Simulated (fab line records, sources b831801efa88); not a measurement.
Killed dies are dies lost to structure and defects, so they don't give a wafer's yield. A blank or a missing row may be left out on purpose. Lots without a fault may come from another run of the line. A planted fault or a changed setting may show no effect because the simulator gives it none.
fab line records | flow sky130
record lots=7 wafers=21 last_day=49
route steps=708 shown VIA1@467 PAD_OPEN@708
lots that met no fault: from a run of the same line without faults
start_h: hours from the record's first day to the start of the lot's first wafer shown | wait_h: hours since the lot's step before | " the same as in the row above | L1.1+2: a row that stands for several wafers | - no value, or no start given | * or withheld: withheld | < > ~ a bound
route shown NAME@n: a module of which the file shows steps, and the number in the route of the first | usual: mean/standard deviation of fault-free wafers | same: alike in all rows | chamber/n: place in a boat | sites: the reading at each site | _std_site: their standard deviation | _edge_site: outer sites' mean less inner sites' | radius_mm: how far each site lies from the wafer's centre | mask NAME#n: copy n | behind: the tool/chamber that last shaped the wafer | hold: why the lot was held/for how many hours/how that ended | device: the transistor (n, p or np) that didn't switch | end of line: the same wafers' tests at the end of the route | a step without rows: its recipe alone | killed: dies lost to structure and defects at the first sort, not the wafer's yield | map: a wafer's dies, x killed, . not, _ none there
set.NAME: the setting as run; set.NAME@STEP: as run at that earlier step | model.NAME: the simulator's own value behind a step, which no gauge read
lots at some steps of the route; a table a step, a row a wafer
services: from which hour (start_h, from the record's first day; less than 0 if before it) a tool's chamber was out of use, for how many hours, and why
## steps
# step SKY_VIA1_EXPOSE_09
# recipe mask_id=VIM na=0.8 source_shape=annular sigma_inner=0.55 sigma_outer=0.85 target_cd_nm=150 dose_mj=38
# step SKY_VIA1_PEB_10
# recipe peb_temp_c=withheld peb_time_s=withheld resist=KrF-thick
# step SKY_VIA1_DEVELOP_11
# recipe develop_time_s=60 resist=KrF-thick dev_temp_c=21
# step SKY_VIA1_CD_MEAS_12
# recipe target_cd_nm=150
# usual cd_nm=149.4/1.7
# columns lot.wafer tool chamber start_h wait_h cd_nm
L422.2 cd_sem-02 - 844.54 - 151.7
L422.4 " - " " 151.8
L422.6 " - " " 153.1
L424.3 cd_sem-02 - 849.81 - 148.1
L424.4 " - " " 148.2
L424.6 " - " " 148.6
L429.2 cd_sem-01 - 883.82 - 153.1
L429.3 " - " " 152.5
L429.6 " - " " 151.9
L430.2 cd_sem-01 - 891.47 - 146.8
L430.4 " - " " 147.2
L430.6 " - " " 146.4
L431.1 cd_sem-01 - 899.09 - 151.1
L431.4 " - " " 151.0
L431.5 " - " " 151.7
L436.3 cd_sem-02 - 932.26 - 149.4
L436.5 " - " " 150.1
L436.6 " - " " 149.6
L435.2 cd_sem-01 - 941.92 - 147.1
L435.3 " - " " 148.6
L435.6 " - " " 147.7
# step SKY_VIA1_OVL_MEAS_13
# usual VIA1_OVL=3/4.8
# columns lot.wafer tool chamber start_h wait_h VIA1_OVL[nm]
L422.2 overlay-01 - 844.65 0.1 4
L422.4 " - " " 3
L422.6 " - " " 5
L424.3 overlay-01 - 849.90 0.1 -6
L424.4 " - " " 5
L424.6 " - " " 2
L429.2 overlay-01 - 883.92 0.1 3
L429.3 " - " " 3
L429.6 " - " " 1
L430.2 overlay-02 - 891.57 0.1 8
L430.4 " - " " 5
L430.6 " - " " -2
L431.1 overlay-02 - 899.21 0.1 10
L431.4 " - " " 2
L431.5 " - " " 0
L436.3 overlay-01 - 932.35 0.1 4
L436.5 " - " " 6
L436.6 " - " " 5
L435.2 overlay-01 - 942.02 0.1 7
L435.3 " - " " 6
L435.6 " - " " 4
# step SKY_VIA1_ETCH_14
# recipe chemistry=N2/H2 target=BARC ion_energy_ev=200 source_w=500 bias_w=100 pressure_mtorr=30 n2_flow_sccm=100 h2_flow_sccm=200 stop_on=SiO2 time_s=45.9 target_depth_a=600
# usual drypump_motor_current_A=5.7/0.46 oes_product_au=0.854/0.0044 throttle_valve_pct=13.225/0.0092
# same time_s=45.9
# columns lot.wafer tool chamber start_h wait_h drypump_motor_current_A oes_product_au rf_hours_counter_h throttle_valve_pct
L422.2 rie_diel-04 1 844.68 0.0 4.8 0.857 17 13.222
L422.4 " 0 " " 6.3 0.850 - 13.226
L422.6 " 2 " " 6.2 0.855 - 13.229
L424.3 rie_diel-04 1 849.93 0.0 4.7 0.859 17 13.218
L424.4 " 0 " " 6.3 0.862 24 13.241
L424.6 " 3 " " 5.8 0.854 - 13.241
L429.2 rie_diel-03 2 883.95 0.0 5.7 0.853 6 13.224
L429.3 " 0 " " 6.0 0.854 5 13.228
L429.6 " 0 " " 6.0 0.859 - 13.221
L430.2 rie_diel-04 0 891.60 0.0 6.4 0.854 25 13.233
L430.4 " 3 " " 5.8 0.854 13 13.237
L430.6 " 3 " " 5.8 0.859 - 13.242
L431.1 rie_diel-03 1 899.25 0.0 5.5 0.846 9 13.232
L431.4 " 3 " " 5.8 0.845 15 13.207
L431.5 " 3 " " 5.8 0.850 - 13.217
L436.3 rie_diel-04 0 932.38 0.0 6.4 0.857 27 13.233
L436.5 " 3 " " 5.8 0.855 - 13.225
L436.6 " 2 " " 6.2 0.853 - 13.224
L435.2 rie_diel-03 3 942.05 0.0 5.8 0.854 16 13.229
L435.3 " 2 " " 5.7 0.854 7 13.229
L435.6 " 0 " " 6.0 0.858 - 13.223
# step SKY_VIA1_ETCH_15
# recipe target=SiO2 chemistry=C4F8/O2/Ar target_depth_nm=351 stop_on=TiN mask_material=KrF-thick source_w=1500 bias_w=1200 pressure_mtorr=40 c4f8_flow_sccm=withheld O2_flow_sccm=6 Ar_flow_sccm=300 time_s=54
# usual oes_product_au=0.980/0.0065
# same time_s=54
# columns lot.wafer tool chamber start_h wait_h oes_product_au rf_hours_counter_h
L422.2 rie_diel-04 1 844.72 0.0 0.975 17
L422.4 " 0 " " 0.983 -
L422.6 " 2 " " 0.981 -
L424.3 rie_diel-04 1 849.97 0.0 0.971 17
L424.4 " 0 " " 0.969 24
L424.6 " 3 " " 0.983 -
L429.2 rie_diel-03 2 884.00 0.0 0.982 6
L429.3 " 0 " " 0.985 5
L429.6 " 0 " " 0.969 -
L430.2 rie_diel-04 0 891.65 0.0 0.982 25
L430.4 " 3 " " 0.981 13
L430.6 " 3 " " 0.982 -
L431.1 rie_diel-03 1 899.29 0.0 0.988 9
L431.4 " 3 " " 0.983 15
L431.5 " 3 " " 0.977 -
L436.3 rie_diel-04 0 932.42 0.0 0.976 27
L436.5 " 3 " " 0.983 -
L436.6 " 2 " " 0.986 -
L435.2 rie_diel-03 3 942.10 0.0 0.981 16
L435.3 " 2 " " 0.986 7
L435.6 " 0 " " 0.988 -
# step SKY_VIA1_STRIP_16
# recipe chemistry=O2/N2 power_w=1400 pressure_mtorr=1500 platen_temp_c=withheld o2_flow_sccm=3000 n2_flow_sccm=300 overash_fraction=0.5
# usual drypump_motor_current_A=5.3/0.32 o2_flow_sccm=3001/9.2 oes_product_au=0.416/0.0048 strip_time_to_endpoint_s=4.475/0.023
# columns lot.wafer tool chamber start_h wait_h drypump_motor_current_A o2_flow_sccm oes_product_au rf_hours_counter_h strip_time_to_endpoint_s
L422.2 plasma_asher-03 1 844.77 0.0 5.3 3005 0.413 10 4.468
L422.4 " 0 " " 5.4 3003 0.423 - 4.495
L422.6 " 0 " " 5.4 3009 0.413 - 4.463
L424.3 plasma_asher-03 0 850.05 0.1 5.4 2998 0.413 - 4.510
L424.4 " 1 " " 5.3 3000 0.413 - 4.520
L424.6 " 1 " " 5.3 2985 0.416 - 4.508
L429.2 plasma_asher-04 1 884.04 0.0 5.8 3013 0.405 44 4.479
L429.3 " 1 " " 5.8 3003 0.410 - 4.483
L429.6 " 1 " " 5.8 2996 0.419 - 4.500
L430.2 plasma_asher-01 0 891.69 0.0 5.7 3009 0.411 112 4.456
L430.4 " 0 " " 5.7 3005 0.413 - 4.437
L430.6 " 1 " " 5.0 3011 0.413 - 4.448
L431.1 plasma_asher-04 0 899.34 0.0 4.7 3019 0.426 45 4.478
L431.4 " 1 " " 5.8 2997 0.423 - 4.495
L431.5 " 1 " " 5.8 2995 0.419 - 4.481
L436.3 plasma_asher-01 0 932.50 0.1 5.6 3014 0.409 - 4.487
L436.5 " 1 " " 5.0 2991 0.418 - 4.455
L436.6 " 0 " " 5.7 2997 0.415 - 4.466
L435.2 plasma_asher-01 1 942.14 0.0 5.0 3004 0.414 118 4.447
L435.3 " 1 " " 5.0 3007 0.414 - 4.432
L435.6 " 0 " " 5.7 2994 0.419 - 4.465
# step SKY_VIA1_STRIP_17
# recipe chemistry=post_etch_residue_remover time_s=1200 temp_c=72.5
# step SKY_VIA1_CLEAN_18
# recipe chemistry=IPA time_s=180 temp_c=25
# step SKY_VIA1_CLEAN_19
# recipe chemistry=O3/DIW dry=n2_spin
# step SKY_VIA1_SPUTTER_20
# recipe material=TiN target_thk_nm=20 chamber_pressure_pa=5 power_w=4000 time_s=80
# usual throttle_valve_pct=29.9/1.1
# same time_s=80
# columns lot.wafer tool chamber start_h wait_h throttle_valve_pct
L422.2 pvd_sputter-04 - 845.36 0.0 31.7
L422.4 " - " " 30.0
L422.6 " - " " 32.1
L424.3 pvd_sputter-04 - 850.61 0.0 30.6
L424.4 " - " " 32.1
L424.6 " - " " 30.1
L429.2 pvd_sputter-01 - 884.69 0.0 28.4
L429.3 " - " " 28.8
L429.6 " - " " 29.3
L430.2 pvd_sputter-01 - 892.32 0.0 28.8
L430.4 " - " " 28.4
L430.6 " - " " 28.4
L431.1 pvd_sputter-04 - 899.96 0.0 30.2
L431.4 " - " " 30.8
L431.5 " - " " 29.8
L436.3 pvd_sputter-01 - 933.06 0.0 29.8
L436.5 " - " " 28.4
L436.6 " - " " 28.8
L435.2 pvd_sputter-01 - 942.77 0.0 28.3
L435.3 " - " " 28.9
L435.6 " - " " 28.5
# step SKY_VIA1_CVD_21
# recipe material=W target_thk_nm=270 time_s=80.902 temp_c=400 pressure_torr=40
# usual chamber_pressure_Torr=39.98/0.084 heater_power_w=867/74
# same time_s=80.902
# columns lot.wafer tool chamber start_h wait_h chamber_pressure_Torr heater_power_w
L422.2 cvd_w-01 0 845.42 0.0 39.95 906
L422.4 " 0 " " 39.91 906
L422.6 " 1 " " 39.91 767
L424.3 cvd_w-01 1 850.70 0.1 39.95 820
L424.4 " 0 " " 39.88 916
L424.6 " 1 " " 39.89 760
L429.2 cvd_w-02 1 884.75 0.0 40.00 971
L429.3 " 1 " " 39.83 960
L429.6 " 1 " " 40.02 958
L430.2 cvd_w-01 0 892.39 0.0 39.99 907
L430.4 " 1 " " 40.00 766
L430.6 " 1 " " 39.82 797
L431.1 cvd_w-02 1 900.03 0.0 40.12 967
L431.4 " 0 " " 39.97 839
L431.5 " 0 " " 39.84 871
L436.3 cvd_w-01 1 933.16 0.1 39.86 741
L436.5 " 0 " " 39.94 886
L436.6 " 1 " " 39.98 728
L435.2 cvd_w-01 0 942.83 0.0 39.95 854
L435.3 " 1 " " 40.09 768
L435.6 " 1 " " 39.96 751
# step SKY_VIA1_RS_MEAS_22
# recipe thk_meas_gauge=four-point-probe reads=W_of_VIA1_CVD_21+TiN_of_VIA1_SPUTTER_20
# usual VIA1_W_RS=0.431/0.0042
# columns lot.wafer tool chamber start_h wait_h hold VIA1_W_RS[ohm/sq]
L422.2 film_metro-02 - 845.53 0.1 - 0.424
L422.4 " - " " - 0.424
L422.6 " - " " - 0.428
L424.3 film_metro-01 - 850.80 0.1 - 0.430
L424.4 " - " " - 0.432
L424.6 " - " " - 0.428
L429.2 film_metro-04 - 884.87 0.1 - 0.421
L429.3 " - " " - 0.418
L429.6 " - " " - 0.423
L430.2 film_metro-01 - 892.50 0.1 await_dispo/0.2h/release 0.540
L430.4 " - " " await_dispo/0.2h/release 0.546
L430.6 " - " " await_dispo/0.2h/release 0.528
L430.2 film_metro-01 - 892.79 0.3 - 0.541
L430.4 " - " " - 0.545
L430.6 " - " " - 0.529
L431.1 film_metro-01 - 900.17 0.1 - 0.424
L431.4 " - " " - 0.433
L431.5 " - " " - 0.430
L436.3 film_metro-02 - 933.26 0.1 await_dispo/0.2h/release 0.535
L436.5 " - " " await_dispo/0.2h/release 0.536
L436.6 " - " " await_dispo/0.2h/release 0.532
L436.3 film_metro-02 - 933.54 0.3 - 0.536
L436.5 " - " " - 0.537
L436.6 " - " " - 0.533
L435.2 film_metro-04 - 942.95 0.1 await_dispo/0.2h/release 0.534
L435.3 " - " " await_dispo/0.2h/release 0.526
L435.6 " - " " await_dispo/0.2h/release 0.525
L435.2 film_metro-04 - 943.23 0.3 - 0.534
L435.3 " - " " - 0.525
L435.6 " - " " - 0.526
# step SKY_VIA1_THK_MEAS_23
# recipe thk_meas_gauge=xrf reads=W_of_VIA1_CVD_21
# usual VIA1_W_THK=271/3.1
# columns lot.wafer tool chamber start_h wait_h hold VIA1_W_THK[nm]
L422.2 film_metro-02 - 845.64 0.1 - 274
L422.4 " - " " - 275
L422.6 " - " " - 271
L424.3 film_metro-01 - 850.90 0.1 - 273
L424.4 " - " " - 272
L424.6 " - " " - 273
L429.2 film_metro-04 - 884.98 0.1 - 276
L429.3 " - " " - 280
L429.6 " - " " - 277
L430.2 film_metro-01 - 894.35 1.5 await_dispo/0.2h/release 228
L430.4 " - " " await_dispo/0.2h/release 224
L430.6 " - " " await_dispo/0.2h/release 230
L430.2 film_metro-01 - 894.58 0.2 - 226
L430.4 " - " " - 225
L430.6 " - " " - 231
L431.1 film_metro-01 - 900.29 0.1 - 276
L431.4 " - " " - 272
L431.5 " - " " - 272
L436.3 film_metro-02 - 935.86 2.3 await_dispo/0.2h/release 231
L436.5 " - " " await_dispo/0.2h/release 231
L436.6 " - " " await_dispo/0.2h/release 232
L436.3 film_metro-02 - 936.08 0.2 - 229
L436.5 " - " " - 229
L436.6 " - " " - 229
L435.2 film_metro-04 - 945.52 2.3 await_dispo/0.2h/release 228
L435.3 " - " " await_dispo/0.2h/release 232
L435.6 " - " " await_dispo/0.2h/release 233
L435.2 film_metro-04 - 945.86 0.3 - 228
L435.3 " - " " - 232
L435.6 " - " " - 231
# step SKY_VIA1_CMP_24
# recipe stop_on=SiO2 t_overpolish_s=15 down_force_psi=3.5 platen_rpm=60 target_thk_nm=0 pad_velocity_m_s=0.94248
# usual motor_current_A=11.7/1 overpolish_run_s=15.000/0.0087 slurry_filter_dp_kPa=13.50/0.14 time_to_endpoint_s=65/3.1
# columns lot.wafer tool chamber start_h wait_h hold motor_current_A overpolish_run_s slurry_filter_dp_kPa time_to_endpoint_s
L422.2 cmp-01 2 845.74 0.1 - 10.8 15.019 13.42 62
L422.4 " 3 " " - 11.8 15.012 13.44 66
L422.6 " 1 " " - 13.2 14.990 13.53 68
L424.3 cmp-02 2 850.94 0.0 - 11.7 14.999 13.46 64
L424.4 " 1 " " - 12.0 14.989 13.30 65
L424.6 " 2 " " - 12.3 15.011 13.56 64
L429.2 cmp-02 3 885.03 0.0 - 9.9 15.005 13.29 72
L429.3 " 0 " " - 11.5 15.010 13.51 66
L429.6 " 0 " " - 11.3 14.989 13.37 63
L430.2 cmp-02 2 900.21 5.6 await_dispo/5.6h/release 11.9 15.008 13.43 67
L430.4 " 3 " " await_dispo/5.6h/release 10.4 14.995 13.39 67
L430.6 " 3 " " await_dispo/5.6h/release 10.1 15.007 13.45 68
L431.4 cmp-01 3 900.41 0.1 - 11.1 14.994 13.55 66
L431.1 " 0 " " - 12.7 14.989 13.62 68
L431.5 " 3 " " - 11.7 14.993 13.29 67
L436.3 cmp-02 2 937.44 1.3 await_dispo/1.2h/release 11.8 14.997 13.41 64
L436.6 " 0 " " await_dispo/1.2h/release 12.0 14.995 13.63 62
L436.5 " 1 " " await_dispo/1.2h/release 12.8 15.000 13.44 64
L435.2 cmp-02 1 948.26 2.4 await_dispo/2.3h/release 12.9 15.004 13.12 64
L435.3 " 3 " " await_dispo/2.3h/release 10.4 15.008 13.64 71
L435.6 " 1 " " await_dispo/2.3h/release 12.2 15.012 13.69 67
# step SKY_PAD_OPEN_PROBE_99
# usual defect_limited_yield=82.3/1.9 killed_at_M0_to_M3=44/6.9 killed_at_M4_up=3.0/1.5 killed_at_contacts=24/5.2 killed_at_front_end=15/4.1 killed_at_other=0.4/0.62 killed_dies=87/9.6 killed_open=47/7 killed_short=40/6.2 sort_bin_3_pad_short=0.9/0.43 sort_bin_5_function=10.5/1.4 sort_bin_6_memory=6.4/1.2 sort_n_pass=405/9.6 sort_yield_pct=82.3/1.9
# same gross_dies=492 killed_at_back_side=0 sort_bin_4_leakage[%]=0 sort_bin_8_speed[%]=0
# columns lot.wafer tool chamber start_h wait_h defect_limited_yield[%] killed_at_M0_to_M3 killed_at_M4_up killed_at_contacts killed_at_front_end killed_at_other killed_dies killed_open killed_short sort_bin_3_pad_short[%] sort_bin_5_function[%] sort_bin_6_memory[%] sort_n_pass sort_yield_pct[%]
L436.3 prober-02 - 1177.44 0.2 84.1 51 5 13 9 0 78 42 35 1.0 9.1 5.7 414 84.1
L436.5 prober-02 - 1177.54 0.2 84.1 42 2 21 13 0 78 38 38 1.2 8.1 6.5 414 84.1
L436.6 prober-02 - 1177.59 0.2 82.7 48 1 22 14 0 85 46 38 0.6 8.7 7.9 407 82.7
# killed by level:class
L436.3 VIA1:geometric_particle:open=17 CONTACT:geometric_particle:open=6 METAL2:geometric_particle:short=5 METAL1:geometric_particle:short=5 VIA3:geometric_particle:short=5 VIA2:geometric_particle:open=4 VIA2:geometric_particle:short=4 METAL4:geometric_particle:short=4
L436.5 CONTACT:geometric_particle:open=9 VIA3:geometric_particle:open=7 VIA1:geometric_particle:open=6 METAL2:geometric_particle:short=6 VIA2:geometric_particle:short=6 VIA2:geometric_particle:open=5 FIELD_ISO:geometric_particle:short=4 POLY_GATE:geometric_particle:short=4
L436.6 VIA1:geometric_particle:open=11 METAL2:geometric_particle:short=9 LI_CONTACT:geometric_particle:open=8 METAL1:geometric_particle:short=7 VIA3:geometric_particle:open=6 VIA2:geometric_particle:open=6 CONTACT:geometric_particle:open=5 VIA3:geometric_particle:short=5
## services
# columns tool chamber start_h hours kind
rie_diel-04 3 820.79 5.2 repair
plasma_asher-01 - 822.79 4.0 pm
cmp-01 - 826.36 5.6 pm
rie_diel-04 3 839.37 5.7 repair
cvd_w-02 1 851.96 3.1 repair
plasma_asher-03 - 855.42 2.8 pm
rie_diel-03 2 865.34 3.5 repair
cmp-02 - 865.42 4.4 repair
pvd_sputter-04 - 865.95 3.0 repair
plasma_asher-04 - 869.92 5.3 repair
pvd_sputter-01 - 870.55 4.3 repair
cmp-02 - 874.84 6.2 pm
plasma_asher-03 - 892.76 7.6 repair
cvd_w-01 - 904.00 14.0 pm
cvd_w-01 0 904.00 14.0 vent_cycle
cvd_w-01 1 904.00 14.0 vent_cycle
cvd_w-01 1 904.07 4.9 repair
rie_diel-03 1 906.54 17.6 repair
cmp-02 - 912.00 4.0 pm
cmp-02 - 916.00 - consumable_replace:conditioner
cmp-02 - 916.00 - consumable_replace:pad
cvd_w-01 0 918.00 - clean
cmp-02 - 919.53 13.5 pm
cmp-02 - 946.90 0.6 repair
## key
first_sign step=SKY_VIA1_RS_MEAS_22 reading=visit direction=added
effect step=SKY_VIA1_RS_MEAS_22 reading=VIA1_W_RS direction=up sigmas=25 usual=0.431 struck=0.534
effect step=SKY_VIA1_THK_MEAS_23 reading=visit direction=added
effect step=SKY_VIA1_THK_MEAS_23 reading=VIA1_W_THK direction=down sigmas=13 usual=271 struck=230
met_at SKY_VIA1_CVD_21
struck_wafers L430.2,L430.4,L430.6,L435.2,L435.3,L435.6,L436.3,L436.5,L436.6
onset_between 850.70 892.39
also_fits SKY_VIA1_STRIP_16:plasma_asher-01,SKY_VIA1_SPUTTER_20:pvd_sputter-01
fault kind=site_profile_drift tool=cvd_w-01 chamber=- onset_h=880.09 steps=SKY_VIA1_CVD_21 basis=fraction max_abs_drift=0.32857 slope_share_per_hr=73.015 site_pattern=0,0,0,0,0,-1,-1,-1,-1
